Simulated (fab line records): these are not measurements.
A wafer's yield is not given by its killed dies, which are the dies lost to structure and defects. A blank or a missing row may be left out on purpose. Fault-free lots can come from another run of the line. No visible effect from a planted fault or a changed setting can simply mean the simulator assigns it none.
Chamber matching || flow sky130 || SKY_LI_CONTACT_CMP_02 on cmp-01: 4 sister chambers
The step polishes PSG. 24 wafers are shown with their chamber, then 12 later ones without.

## WAFERS WITH THEIR CHAMBER
{"wafer": "L074.1", "chamber": 1, "motor_current_A (A)": 13.5, "time_to_endpoint_s (s)": 37.1}
{"wafer": "L074.4", "chamber": 3, "motor_current_A (A)": 12.1, "time_to_endpoint_s (s)": 35.7}
{"wafer": "L074.5", "chamber": 0, "motor_current_A (A)": 13.0, "time_to_endpoint_s (s)": 30.7}
{"wafer": "L084.1", "chamber": 3, "motor_current_A (A)": 11.3, "time_to_endpoint_s (s)": 33.7}
{"wafer": "L084.3", "chamber": 0, "motor_current_A (A)": 13.9, "time_to_endpoint_s (s)": 33.8}
{"wafer": "L084.6", "chamber": 1, "motor_current_A (A)": 12.7, "time_to_endpoint_s (s)": 36.0}
{"wafer": "L086.2", "chamber": 0, "motor_current_A (A)": 14.6, "time_to_endpoint_s (s)": 34.7}
{"wafer": "L086.3", "chamber": 3, "motor_current_A (A)": 12.1, "time_to_endpoint_s (s)": 38.4}
{"wafer": "L086.5", "chamber": 0, "motor_current_A (A)": 12.8, "time_to_endpoint_s (s)": 35.5}
{"wafer": "L087.2", "chamber": 0, "motor_current_A (A)": 14.7, "time_to_endpoint_s (s)": 30.8}
{"wafer": "L087.3", "chamber": 3, "motor_current_A (A)": 11.5, "time_to_endpoint_s (s)": 36.2}
{"wafer": "L087.5", "chamber": 0, "motor_current_A (A)": 14.7, "time_to_endpoint_s (s)": 32.5}
{"wafer": "L087.1", "chamber": 2, "motor_current_A (A)": 11.6, "time_to_endpoint_s (s)": 35.5}
{"wafer": "L087.4", "chamber": 1, "motor_current_A (A)": 12.6, "time_to_endpoint_s (s)": 39.5}
{"wafer": "L087.6", "chamber": 3, "motor_current_A (A)": 11.7, "time_to_endpoint_s (s)": 35.9}
{"wafer": "L091.1", "chamber": 0, "motor_current_A (A)": 14.1, "time_to_endpoint_s (s)": 33.4}
{"wafer": "L091.3", "chamber": 2, "motor_current_A (A)": 11.9, "time_to_endpoint_s (s)": 33.3}
{"wafer": "L091.6", "chamber": 1, "motor_current_A (A)": 12.7, "time_to_endpoint_s (s)": 34.3}
{"wafer": "L092.2", "chamber": 1, "motor_current_A (A)": 12.7, "time_to_endpoint_s (s)": 37.6}
{"wafer": "L092.4", "chamber": 3, "motor_current_A (A)": 12.4, "time_to_endpoint_s (s)": 36.2}
{"wafer": "L092.6", "chamber": 2, "motor_current_A (A)": 11.4, "time_to_endpoint_s (s)": 34.5}
{"wafer": "L093.2", "chamber": 0, "motor_current_A (A)": 14.1, "time_to_endpoint_s (s)": 33.0}
{"wafer": "L093.4", "chamber": 1, "motor_current_A (A)": 12.2, "time_to_endpoint_s (s)": 34.8}
{"wafer": "L093.6", "chamber": 2, "motor_current_A (A)": 11.9, "time_to_endpoint_s (s)": 35.9}

SIGNATURES (averages over the wafers above)
{"reading": "motor_current_A", "chamber 0": 13.988, "chamber 1": 12.733, "chamber 2": 11.700, "chamber 3": 11.850, "scatter within a chamber": 0.537}
{"reading": "time_to_endpoint_s", "chamber 0": 33.050, "chamber 1": 36.550, "chamber 2": 34.800, "chamber 3": 36.017, "scatter within a chamber": 1.64}
Rule: for a wafer and a chamber, the distance is found by dividing, reading by reading, the gap between the wafer's reading and the chamber's mean by the reading's scatter, squaring, summing and taking the root. If the next closest chamber is less than 2 further off than the closest, the wafer can't be placed; otherwise it belongs to the closest. How the scatter is found: for the shown wafers, subtract from each reading the mean of its chamber, square and add these, divide the total by (wafers less chambers), then take the root.

## WAFERS MISSING THEIR CHAMBER
{"wafer": "L094.2", "motor_current_A (A)": 12.8, "time_to_endpoint_s (s)": 33.0}
{"wafer": "L094.3", "motor_current_A (A)": 14.5, "time_to_endpoint_s (s)": 31.5}
{"wafer": "L094.4", "motor_current_A (A)": 11.6, "time_to_endpoint_s (s)": 34.9}
{"wafer": "L094.1", "motor_current_A (A)": 11.6, "time_to_endpoint_s (s)": 33.0}
{"wafer": "L094.5", "motor_current_A (A)": 13.0, "time_to_endpoint_s (s)": 33.8}
{"wafer": "L094.6", "motor_current_A (A)": 11.6, "time_to_endpoint_s (s)": 32.7}
{"wafer": "L096.1", "motor_current_A (A)": 11.9, "time_to_endpoint_s (s)": 33.7}
{"wafer": "L096.2", "motor_current_A (A)": 11.7, "time_to_endpoint_s (s)": 32.7}
{"wafer": "L096.5", "motor_current_A (A)": 12.1, "time_to_endpoint_s (s)": 35.7}
{"wafer": "L095.1", "motor_current_A (A)": 12.5, "time_to_endpoint_s (s)": 34.5}
{"wafer": "L095.3", "motor_current_A (A)": 11.3, "time_to_endpoint_s (s)": 34.4}
{"wafer": "L095.5", "motor_current_A (A)": 11.4, "time_to_endpoint_s (s)": 33.5}

## EACH ONE'S CHAMBER
{"wafer": "L094.2", "from the rows above": "can't be placed: 1 or 0 or 2 or 3", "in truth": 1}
{"wafer": "L094.3", "from the rows above": 0, "in truth": 0}
{"wafer": "L094.4", "from the rows above": "can't be placed: 2 or 3", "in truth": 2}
{"wafer": "L094.1", "from the rows above": "can't be placed: 2 or 3 or 1", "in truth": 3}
{"wafer": "L094.5", "from the rows above": "can't be placed: 1 or 0 or 2 or 3", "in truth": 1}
{"wafer": "L094.6", "from the rows above": "can't be placed: 2 or 3 or 1", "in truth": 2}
{"wafer": "L096.1", "from the rows above": "can't be placed: 2 or 3 or 1", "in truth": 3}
{"wafer": "L096.2", "from the rows above": "can't be placed: 2 or 3 or 1", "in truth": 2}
{"wafer": "L096.5", "from the rows above": "can't be placed: 3 or 2 or 1", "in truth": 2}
{"wafer": "L095.1", "from the rows above": "can't be placed: 1 or 2 or 3 or 0", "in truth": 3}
{"wafer": "L095.3", "from the rows above": "can't be placed: 2 or 3", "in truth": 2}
{"wafer": "L095.5", "from the rows above": "can't be placed: 2 or 3", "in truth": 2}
Correctly placed: 1 of 12. From these rows, 11 cannot be placed; in 11 the true chamber is one of the candidates. Wrongly placed: 0.
